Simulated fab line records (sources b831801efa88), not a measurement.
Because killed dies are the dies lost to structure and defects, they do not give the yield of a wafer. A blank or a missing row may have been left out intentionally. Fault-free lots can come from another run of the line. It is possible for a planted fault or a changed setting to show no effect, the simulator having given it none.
The tool behind it: which one? / flow sky130 / 11 lots with 33 wafers sampled at 5 steps, on a route of 708 steps

== WHAT THE GAUGES READ, wafer by wafer ==
SKY_VIA2_CD_MEAS_12: the cd target is 200 nm. Usual: cdNm reads 199.7 nm (standard deviation 1.4).
lot=L157; measured=day 35 20:59; on=cdSem-02; cdNm (nm)=200.7 201.9 201.7; flag=
lot=L158; measured=day 36 15:42; on=cdSem-02; cdNm (nm)=199.2 200.4 201.0; flag=
lot=L162; measured=day 38 04:11; on=cdSem-02; cdNm (nm)=198.6 199.8 197.7; flag=
lot=L161; measured=day 38 04:54; on=cdSem-01; cdNm (nm)=200.1 199.6 200.5; flag=
lot=L163; measured=day 38 10:11; on=cdSem-02; cdNm (nm)=198.2 199.4 198.0; flag=
lot=L171; measured=day 40 13:26; on=cdSem-01; cdNm (nm)=200.5 197.9 201.4; flag=
lot=L175; measured=day 42 13:16; on=cdSem-01; cdNm (nm)=200.6 199.4 200.1; flag=
lot=L177; measured=day 42 19:47; on=cdSem-01; cdNm (nm)=201.6 200.4 202.2; flag=
lot=L178; measured=day 42 21:37; on=cdSem-01; cdNm (nm)=197.4 197.8 199.2; flag=
lot=L176; measured=day 42 23:46; on=cdSem-01; cdNm (nm)=199.5 199.5 200.6; flag=
lot=L179; measured=day 43 03:40; on=cdSem-01; cdNm (nm)=198.1 199.1 199.9; flag=

SKY_VIA2_RS_MEAS_22: measurement is done with a four-point probe. Usual: for VIA2_W_RS the level is 0.273 ohm/sq and the standard deviation is 0.0033.
lot=L157; measured=day 35 22:02; on=filmMetro-03; VIA2_W_RS (ohm/sq)=0.275 0.276 0.275; flag=
lot=L158; measured=day 36 16:45; on=filmMetro-04; VIA2_W_RS (ohm/sq)=0.271 0.273 0.268; flag=
lot=L162; measured=day 38 05:14; on=filmMetro-04; VIA2_W_RS (ohm/sq)=0.274 0.273 0.268; flag=
lot=L161; measured=day 38 05:57; on=filmMetro-04; VIA2_W_RS (ohm/sq)=0.271 0.711 0.272; flag=OFF
lot=L163; measured=day 38 11:14; on=filmMetro-04; VIA2_W_RS (ohm/sq)=0.717 0.272 0.269; flag=OFF
lot=L171; measured=day 40 14:29; on=filmMetro-04; VIA2_W_RS (ohm/sq)=0.273 0.270 0.274; flag=
lot=L175; measured=day 42 14:19; on=filmMetro-01; VIA2_W_RS (ohm/sq)=0.270 0.274 0.266; flag=
lot=L177; measured=day 42 20:50; on=filmMetro-04; VIA2_W_RS (ohm/sq)=0.280 0.278 0.273; flag=
lot=L178; measured=day 42 22:40; on=filmMetro-04; VIA2_W_RS (ohm/sq)=0.274 0.274 0.275; flag=
lot=L176; measured=day 43 00:49; on=filmMetro-03; VIA2_W_RS (ohm/sq)=0.275 0.273 0.279; flag=
lot=L179; measured=day 43 04:53; on=filmMetro-03; VIA2_W_RS (ohm/sq)=0.275 0.273 0.274; flag=

SKY_VIA2_THK_MEAS_23: measures by xrf. Usual: for VIA2_W_THK the level is 412 nm and the standard deviation is 6.8.
lot=L157; measured=day 35 22:08; on=filmMetro-03; VIA2_W_THK (nm)=408 405 407; flag=
lot=L158; measured=day 36 16:52; on=filmMetro-04; VIA2_W_THK (nm)=412 409 416; flag=
lot=L162; measured=day 38 05:20; on=filmMetro-04; VIA2_W_THK (nm)=413 415 420; flag=
lot=L161; measured=day 38 06:03; on=filmMetro-04; VIA2_W_THK (nm)=416 163 411; flag=OFF
lot=L163; measured=day 38 11:20; on=filmMetro-04; VIA2_W_THK (nm)=160 416 424; flag=OFF
lot=L171; measured=day 40 14:35; on=filmMetro-04; VIA2_W_THK (nm)=420 421 415; flag=
lot=L175; measured=day 42 14:26; on=filmMetro-01; VIA2_W_THK (nm)=411 401 412; flag=
lot=L177; measured=day 42 20:56; on=filmMetro-04; VIA2_W_THK (nm)=403 407 415; flag=
lot=L178; measured=day 42 22:47; on=filmMetro-04; VIA2_W_THK (nm)=414 410 410; flag=
lot=L176; measured=day 43 00:56; on=filmMetro-03; VIA2_W_THK (nm)=403 402 399; flag=
lot=L179; measured=day 43 05:00; on=filmMetro-03; VIA2_W_THK (nm)=402 401 404; flag=

== EACH LOT AND THE TOOL THAT RAN IT (in order: tool; ch and the chambers of the sampled wafers; start) ==
lot=L157; SKY_METAL2_SPUTTER_03=pvdSputter-03, day 33 15:19; SKY_VIA2_CVD_21=cvdW-01 ch 0,1, day 35 21:53
lot=L158; SKY_METAL2_SPUTTER_03=pvdSputter-03, day 34 10:09; SKY_VIA2_CVD_21=cvdW-02 ch 0, day 36 16:37
lot=L162; SKY_METAL2_SPUTTER_03=pvdSputter-04, day 35 22:55; SKY_VIA2_CVD_21=cvdW-02 ch 0,1, day 38 05:05
lot=L161; SKY_METAL2_SPUTTER_03=pvdSputter-02, day 35 23:34; SKY_VIA2_CVD_21=cvdW-01 ch 0,1, day 38 05:49
lot=L163; SKY_METAL2_SPUTTER_03=pvdSputter-04, day 36 05:41; SKY_VIA2_CVD_21=cvdW-01 ch 0,1, day 38 11:05
lot=L171; SKY_METAL2_SPUTTER_03=pvdSputter-02, day 38 10:07; SKY_VIA2_CVD_21=cvdW-02 ch 0,1, day 40 14:20
lot=L175; SKY_METAL2_SPUTTER_03=pvdSputter-02, day 40 11:56; SKY_VIA2_CVD_21=cvdW-01 ch 0,1, day 42 14:11
lot=L177; SKY_METAL2_SPUTTER_03=pvdSputter-04, day 40 19:44; SKY_VIA2_CVD_21=cvdW-01 ch 0,1, day 42 20:41
lot=L178; SKY_METAL2_SPUTTER_03=pvdSputter-02, day 40 20:44; SKY_VIA2_CVD_21=cvdW-01 ch 0,1, day 42 22:32
lot=L176; SKY_METAL2_SPUTTER_03=pvdSputter-04, day 40 23:26; SKY_VIA2_CVD_21=cvdW-02 ch 0,1, day 43 00:41
lot=L179; SKY_METAL2_SPUTTER_03=pvdSputter-04, day 41 03:02; SKY_VIA2_CVD_21=cvdW-02 ch 1, day 43 04:39
- SKY_METAL2_SPUTTER_03: material Ti, target thk 5 nm, time 3.3 s.
- SKY_VIA2_CVD_21: deposits W, target thk 420 nm, time 126.4 s.

== WHAT THE TOOLS THEMSELVES READ (means of the sampled wafers that have a number; where no wafer has one, the mark that the record gives instead) ==
SKY_METAL2_SPUTTER_03. Usual: throttleValvePct reads 29.5 % (standard deviation 1.2).
lot=L157; tool=pvdSputter-03; throttleValvePct (%)=28.3; flag=
lot=L158; tool=pvdSputter-03; throttleValvePct (%)=29.9; flag=
lot=L162; tool=pvdSputter-04; throttleValvePct (%)=30.0; flag=
lot=L161; tool=pvdSputter-02; throttleValvePct (%)=29.6; flag=
lot=L163; tool=pvdSputter-04; throttleValvePct (%)=28.8; flag=
lot=L171; tool=pvdSputter-02; throttleValvePct (%)=30.4; flag=
lot=L175; tool=pvdSputter-02; throttleValvePct (%)=30.6; flag=
lot=L177; tool=pvdSputter-04; throttleValvePct (%)=29.3; flag=
lot=L178; tool=pvdSputter-02; throttleValvePct (%)=30.7; flag=
lot=L176; tool=pvdSputter-04; throttleValvePct (%)=28.4; flag=
lot=L179; tool=pvdSputter-04; throttleValvePct (%)=29.5; flag=

SKY_VIA2_CVD_21. Usual: heaterPowerW reads 867 W (standard deviation 130).
lot=L157; tool=cvdW-01; heaterPowerW (W)=1003; flag=
lot=L158; tool=cvdW-02; heaterPowerW (W)=843; flag=
lot=L162; tool=cvdW-02; heaterPowerW (W)=795; flag=
lot=L161; tool=cvdW-01; heaterPowerW (W)=1016; flag=
lot=L163; tool=cvdW-01; heaterPowerW (W)=1020; flag=
lot=L171; tool=cvdW-02; heaterPowerW (W)=765; flag=
lot=L175; tool=cvdW-01; heaterPowerW (W)=881; flag=
lot=L177; tool=cvdW-01; heaterPowerW (W)=951; flag=
lot=L178; tool=cvdW-01; heaterPowerW (W)=867; flag=
lot=L176; tool=cvdW-02; heaterPowerW (W)=814; flag=
lot=L179; tool=cvdW-02; heaterPowerW (W)=729; flag=

== THE ANSWER, worked out from the rows above alone ==
Rule: a lot counts as off when the mean over its wafers that have a number is more than 3 standard deviations away from the usual mean. A lot without any number at a reading at which 4 lots or more have one is off too. Any other lot the step has rows for is counted as sound. The gauges are gone through in route order, then the tools' own readings, and for those a lot's mean is taken as printed above. At the first step where some lot is off, the reading lying furthest off is the one used; lots without a number count as furthest.
Off: L161, L163, seen at SKY_VIA2_RS_MEAS_22 (VIA2_W_RS).
A tool fits if, at a process step before that reading, it ran every lot that is off, and no sound lot after the first of them. Those tools and the gauges at SKY_VIA2_RS_MEAS_22 are tried in the same way. Of those tried, none fits.

== WHAT THE SIMULATOR HAD INSERTED ==
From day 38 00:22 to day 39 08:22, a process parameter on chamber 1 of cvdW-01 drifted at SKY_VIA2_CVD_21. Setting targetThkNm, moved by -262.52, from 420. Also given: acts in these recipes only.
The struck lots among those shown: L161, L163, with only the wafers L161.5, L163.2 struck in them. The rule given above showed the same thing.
